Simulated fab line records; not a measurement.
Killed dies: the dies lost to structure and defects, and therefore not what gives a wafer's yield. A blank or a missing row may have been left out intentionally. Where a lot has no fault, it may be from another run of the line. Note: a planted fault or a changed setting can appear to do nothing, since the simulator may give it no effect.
What tool caused it? / flow gf180mcu / 39 wafers from 13 lots sampled at 6 of the route's 602 steps

## WHAT THE GAUGES SHOWED, per wafer
GF_PSD_TW_MEAS_11. Usual: PSD_TW 3165, standard deviation 22.
lot=L428; measured=day 14 04:43; on=film metro-03; PSD_TW=3164 3161 3173; flag=
lot=L430; measured=day 14 19:03; on=film metro-03; PSD_TW=3174 3168 3161; flag=
lot=L431; measured=day 15 07:16; on=film metro-01; PSD_TW=3150 3145 3131; flag=
lot=L432; measured=day 15 10:56; on=film metro-04; PSD_TW=3204 3195 3213; flag=
lot=L435; measured=day 16 13:24; on=film metro-01; PSD_TW=3141 3158 3169; flag=
lot=L438; measured=day 17 18:02; on=film metro-03; PSD_TW=3181 3178 3164; flag=
lot=L439; measured=day 18 04:36; on=film metro-01; PSD_TW=3126 3119 3135; flag=
lot=L440; measured=day 18 14:17; on=film metro-01; PSD_TW=3138 3140 3104; flag=
lot=L441; measured=day 18 22:39; on=film metro-04; PSD_TW=3204 3173 3202; flag=
lot=L442; measured=day 19 03:25; on=film metro-03; PSD_TW=3143 3161 3149; flag=
lot=L444; measured=day 20 01:11; on=film metro-03; PSD_TW=3184 3172 3161; flag=
lot=L446; measured=day 20 12:34; on=film metro-04; PSD_TW=3183 3177 3191; flag=
lot=L450; measured=day 21 20:57; on=film metro-03; PSD_TW=3142 3192 3151; flag=

GF_SAB_CD_MEAS_09: the cd target is 420 nm. Usual: cd nm 419.3 nm, standard deviation 2.4.
lot=L428; measured=day 15 01:51; on=cd sem-01; cd nm (nm)=423.4 421.9 423.5; flag=
lot=L430; measured=day 15 17:05; on=cd sem-02; cd nm (nm)=421.6 421.7 420.4; flag=
lot=L431; measured=day 16 04:57; on=cd sem-02; cd nm (nm)=418.2 419.3 420.3; flag=
lot=L432; measured=day 16 08:54; on=cd sem-02; cd nm (nm)=417.1 417.1 417.5; flag=
lot=L435; measured=day 17 12:18; on=cd sem-02; cd nm (nm)=421.4 418.8 421.2; flag=
lot=L438; measured=day 18 18:02; on=cd sem-02; cd nm (nm)=421.2 420.7 419.1; flag=
lot=L439; measured=day 19 05:01; on=cd sem-01; cd nm (nm)=415.2 417.3 418.2; flag=
lot=L440; measured=day 19 14:50; on=cd sem-01; cd nm (nm)=414.8 415.7 416.6; flag=
lot=L441; measured=day 19 23:19; on=cd sem-01; cd nm (nm)=423.8 420.9 424.8; flag=
lot=L442; measured=day 20 04:47; on=cd sem-01; cd nm (nm)=418.4 418.7 415.8; flag=
lot=L444; measured=day 21 01:54; on=cd sem-01; cd nm (nm)=417.3 420.0 418.4; flag=
lot=L446; measured=day 21 16:37; on=cd sem-01; cd nm (nm)=419.2 419.2 419.7; flag=
lot=L450; measured=day 22 21:07; on=cd sem-01; cd nm (nm)=417.6 419.4 418.2; flag=

GF_SALICIDE_RS_MEAS_04: a four-point-probe measurement. Usual: SALICIDE_TIN_RS 16.48 ohm/sq, standard deviation 0.25.
lot=L428; measured=day 15 02:25; on=film metro-03; SALICIDE_TIN_RS (ohm/sq)=16.20 16.53 16.12; flag=
lot=L430; measured=day 15 17:46; on=film metro-02; SALICIDE_TIN_RS (ohm/sq)=16.37 16.64 16.35; flag=
lot=L431; measured=day 16 05:30; on=film metro-04; SALICIDE_TIN_RS (ohm/sq)=16.70 16.77 16.67; flag=
lot=L432; measured=day 16 09:27; on=film metro-04; SALICIDE_TIN_RS (ohm/sq)=16.41 15.79 16.07; flag=
lot=L435; measured=day 17 12:51; on=film metro-03; SALICIDE_TIN_RS (ohm/sq)=16.75 16.89 16.78; flag=
lot=L438; measured=day 18 18:44; on=film metro-02; SALICIDE_TIN_RS (ohm/sq)=16.17 16.11 16.14; flag=
lot=L439; measured=day 19 05:34; on=film metro-04; SALICIDE_TIN_RS (ohm/sq)=16.14 16.33 16.53; flag=
lot=L440; measured=day 19 15:23; on=film metro-04; SALICIDE_TIN_RS (ohm/sq)=16.83 16.88 17.11; flag=
lot=L441; measured=day 19 23:52; on=film metro-03; SALICIDE_TIN_RS (ohm/sq)=14.45 14.32 14.30; flag=OFF
lot=L442; measured=day 20 05:20; on=film metro-04; SALICIDE_TIN_RS (ohm/sq)=14.22 14.05 14.27; flag=OFF
lot=L444; measured=day 21 02:27; on=film metro-02; SALICIDE_TIN_RS (ohm/sq)=14.30 14.39 14.35; flag=OFF
lot=L446; measured=day 21 17:10; on=film metro-03; SALICIDE_TIN_RS (ohm/sq)=16.49 16.76 16.74; flag=
lot=L450; measured=day 22 21:39; on=film metro-04; SALICIDE_TIN_RS (ohm/sq)=16.50 16.20 16.61; flag=

GF_SALICIDE_THK_MEAS_05: measures by xrf. Usual: SALICIDE_TIN_THK 19.99 nm, standard deviation 0.24.
lot=L428; measured=day 15 02:31; on=film metro-03; SALICIDE_TIN_THK (nm)=19.77 19.79 19.71; flag=
lot=L430; measured=day 15 17:53; on=film metro-02; SALICIDE_TIN_THK (nm)=19.65 19.51 19.65; flag=
lot=L431; measured=day 16 05:37; on=film metro-04; SALICIDE_TIN_THK (nm)=19.91 19.91 19.74; flag=
lot=L432; measured=day 16 09:34; on=film metro-04; SALICIDE_TIN_THK (nm)=20.08 20.21 20.19; flag=
lot=L435; measured=day 17 12:58; on=film metro-03; SALICIDE_TIN_THK (nm)=20.00 20.13 20.18; flag=
lot=L438; measured=day 18 18:52; on=film metro-02; SALICIDE_TIN_THK (nm)=20.18 20.24 20.15; flag=
lot=L439; measured=day 19 05:40; on=film metro-04; SALICIDE_TIN_THK (nm)=20.03 20.19 19.97; flag=
lot=L440; measured=day 19 15:31; on=film metro-04; SALICIDE_TIN_THK (nm)=19.78 19.84 19.72; flag=
lot=L441; measured=day 19 23:58; on=film metro-03; SALICIDE_TIN_THK (nm)=28.00 28.01 27.97; flag=OFF
lot=L442; measured=day 20 05:26; on=film metro-04; SALICIDE_TIN_THK (nm)=28.23 28.31 28.24; flag=OFF
lot=L444; measured=day 21 02:34; on=film metro-02; SALICIDE_TIN_THK (nm)=28.21 28.09 28.24; flag=OFF
lot=L446; measured=day 21 17:16; on=film metro-03; SALICIDE_TIN_THK (nm)=19.64 19.82 19.82; flag=
lot=L450; measured=day 22 21:46; on=film metro-04; SALICIDE_TIN_THK (nm)=19.77 19.84 19.85; flag=

## EACH LOT AND THE TOOL THAT RAN IT (in order: tool; ch and the chambers of the sampled wafers; start)
lot=L428; GF_SALICIDE_SPUTTER_02=pvd sputter-02, day 15 02:20; GF_SALICIDE_SPUTTER_03=pvd sputter-02, day 15 02:22
lot=L430; GF_SALICIDE_SPUTTER_02=pvd sputter-01, day 15 17:43; GF_SALICIDE_SPUTTER_03=pvd sputter-01, day 15 17:44
lot=L431; GF_SALICIDE_SPUTTER_02=pvd sputter-02, day 16 05:25; GF_SALICIDE_SPUTTER_03=pvd sputter-02, day 16 05:27
lot=L432; GF_SALICIDE_SPUTTER_02=pvd sputter-02, day 16 09:24; GF_SALICIDE_SPUTTER_03=pvd sputter-02, day 16 09:26
lot=L435; GF_SALICIDE_SPUTTER_02=pvd sputter-04, day 17 12:48; GF_SALICIDE_SPUTTER_03=pvd sputter-04, day 17 12:50
lot=L438; GF_SALICIDE_SPUTTER_02=pvd sputter-02, day 18 18:41; GF_SALICIDE_SPUTTER_03=pvd sputter-02, day 18 18:43
lot=L439; GF_SALICIDE_SPUTTER_02=pvd sputter-02, day 19 05:29; GF_SALICIDE_SPUTTER_03=pvd sputter-02, day 19 05:31
lot=L440; GF_SALICIDE_SPUTTER_02=pvd sputter-01, day 19 15:20; GF_SALICIDE_SPUTTER_03=pvd sputter-01, day 19 15:22
lot=L441; GF_SALICIDE_SPUTTER_02=pvd sputter-02, day 19 23:47; GF_SALICIDE_SPUTTER_03=pvd sputter-02, day 19 23:49
lot=L442; GF_SALICIDE_SPUTTER_02=pvd sputter-02, day 20 05:15; GF_SALICIDE_SPUTTER_03=pvd sputter-02, day 20 05:17
lot=L444; GF_SALICIDE_SPUTTER_02=pvd sputter-02, day 21 02:23; GF_SALICIDE_SPUTTER_03=pvd sputter-02, day 21 02:25
lot=L446; GF_SALICIDE_SPUTTER_02=pvd sputter-01, day 21 17:04; GF_SALICIDE_SPUTTER_03=pvd sputter-01, day 21 17:06
lot=L450; GF_SALICIDE_SPUTTER_02=pvd sputter-04, day 22 21:35; GF_SALICIDE_SPUTTER_03=pvd sputter-04, day 22 21:37
- GF_SALICIDE_SPUTTER_02: material Co, target thk 10 nm, time 20 s.
- GF_SALICIDE_SPUTTER_03: material TiN, target thk 20 nm, time 16.7 s.

## AS READ BY THE TOOLS THEMSELVES (means over the sampled wafers that have a number; for cases with no such wafer, the mark the record gives instead)
GF_SALICIDE_SPUTTER_02. Usual: chamber pressure pa 0.4000 Pa, standard deviation 0.00083; throttle valve pct 29.6 %, standard deviation 0.95.
lot=L428; tool=pvd sputter-02; chamber pressure pa (Pa)=0.4005; throttle valve pct (%)=29.2; flag=
lot=L430; tool=pvd sputter-01; chamber pressure pa (Pa)=0.3993; throttle valve pct (%)=28.7; flag=
lot=L431; tool=pvd sputter-02; chamber pressure pa (Pa)=0.3996; throttle valve pct (%)=30.4; flag=
lot=L432; tool=pvd sputter-02; chamber pressure pa (Pa)=0.4001; throttle valve pct (%)=29.9; flag=
lot=L435; tool=pvd sputter-04; chamber pressure pa (Pa)=0.4002; throttle valve pct (%)=30.7; flag=
lot=L438; tool=pvd sputter-02; chamber pressure pa (Pa)=0.3994; throttle valve pct (%)=29.0; flag=
lot=L439; tool=pvd sputter-02; chamber pressure pa (Pa)=0.3992; throttle valve pct (%)=29.8; flag=
lot=L440; tool=pvd sputter-01; chamber pressure pa (Pa)=0.4009; throttle valve pct (%)=28.8; flag=
lot=L441; tool=pvd sputter-02; chamber pressure pa (Pa)=0.3998; throttle valve pct (%)=29.3; flag=
lot=L442; tool=pvd sputter-02; chamber pressure pa (Pa)=0.4009; throttle valve pct (%)=29.0; flag=
lot=L444; tool=pvd sputter-02; chamber pressure pa (Pa)=0.3996; throttle valve pct (%)=29.6; flag=
lot=L446; tool=pvd sputter-01; chamber pressure pa (Pa)=0.4005; throttle valve pct (%)=29.4; flag=
lot=L450; tool=pvd sputter-04; chamber pressure pa (Pa)=0.3994; throttle valve pct (%)=30.7; flag=

GF_SALICIDE_SPUTTER_03. Usual: chamber pressure pa 0.3999 Pa, standard deviation 0.00074; throttle valve pct 29.6 %, standard deviation 0.94.
lot=L428; tool=pvd sputter-02; chamber pressure pa (Pa)=0.4000; throttle valve pct (%)=29.1; flag=
lot=L430; tool=pvd sputter-01; chamber pressure pa (Pa)=0.4004; throttle valve pct (%)=28.9; flag=
lot=L431; tool=pvd sputter-02; chamber pressure pa (Pa)=0.4002; throttle valve pct (%)=30.3; flag=
lot=L432; tool=pvd sputter-02; chamber pressure pa (Pa)=0.3998; throttle valve pct (%)=29.9; flag=
lot=L435; tool=pvd sputter-04; chamber pressure pa (Pa)=0.4000; throttle valve pct (%)=30.6; flag=
lot=L438; tool=pvd sputter-02; chamber pressure pa (Pa)=0.4001; throttle valve pct (%)=28.9; flag=
lot=L439; tool=pvd sputter-02; chamber pressure pa (Pa)=0.3994; throttle valve pct (%)=30.0; flag=
lot=L440; tool=pvd sputter-01; chamber pressure pa (Pa)=0.4001; throttle valve pct (%)=28.7; flag=
lot=L441; tool=pvd sputter-02; chamber pressure pa (Pa)=0.3999; throttle valve pct (%)=29.3; flag=
lot=L442; tool=pvd sputter-02; chamber pressure pa (Pa)=0.3999; throttle valve pct (%)=29.2; flag=
lot=L444; tool=pvd sputter-02; chamber pressure pa (Pa)=0.4008; throttle valve pct (%)=29.5; flag=
lot=L446; tool=pvd sputter-01; chamber pressure pa (Pa)=0.4001; throttle valve pct (%)=29.4; flag=
lot=L450; tool=pvd sputter-04; chamber pressure pa (Pa)=0.4007; throttle valve pct (%)=31.0; flag=

## THE ANSWER, worked out from the rows above alone
Rule: a lot is off if the mean of its wafers that have a number lies more than 3 standard deviations from the usual mean. Also off: a lot with no number at a reading for which 4 or more lots have one. Any other lot the step has rows for is counted as sound. After the gauges, taken in route order, come the tools' own readings; for these a lot's mean is taken, as printed above. At the first step where some lot is off, the reading lying furthest off is the one used; lots without a number count as furthest.
Off: L441, L442, L444, seen at GF_SALICIDE_RS_MEAS_04 (SALICIDE_TIN_RS).
A tool fits if, at a process step before that reading, it ran every lot that is off, and no sound lot after the first of them. The gauges at GF_SALICIDE_RS_MEAS_04 are tried like those tools. One fits: pvd sputter-02 at GF_SALICIDE_SPUTTER_02 and GF_SALICIDE_SPUTTER_03. At GF_SALICIDE_SPUTTER_02 its last sound lot is L439 (day 19 05:29), its first lot that is off L441 (day 19 23:47): a fault that began between those two fits.

## WHAT HAD BEEN PUT IN BY THE SIMULATOR
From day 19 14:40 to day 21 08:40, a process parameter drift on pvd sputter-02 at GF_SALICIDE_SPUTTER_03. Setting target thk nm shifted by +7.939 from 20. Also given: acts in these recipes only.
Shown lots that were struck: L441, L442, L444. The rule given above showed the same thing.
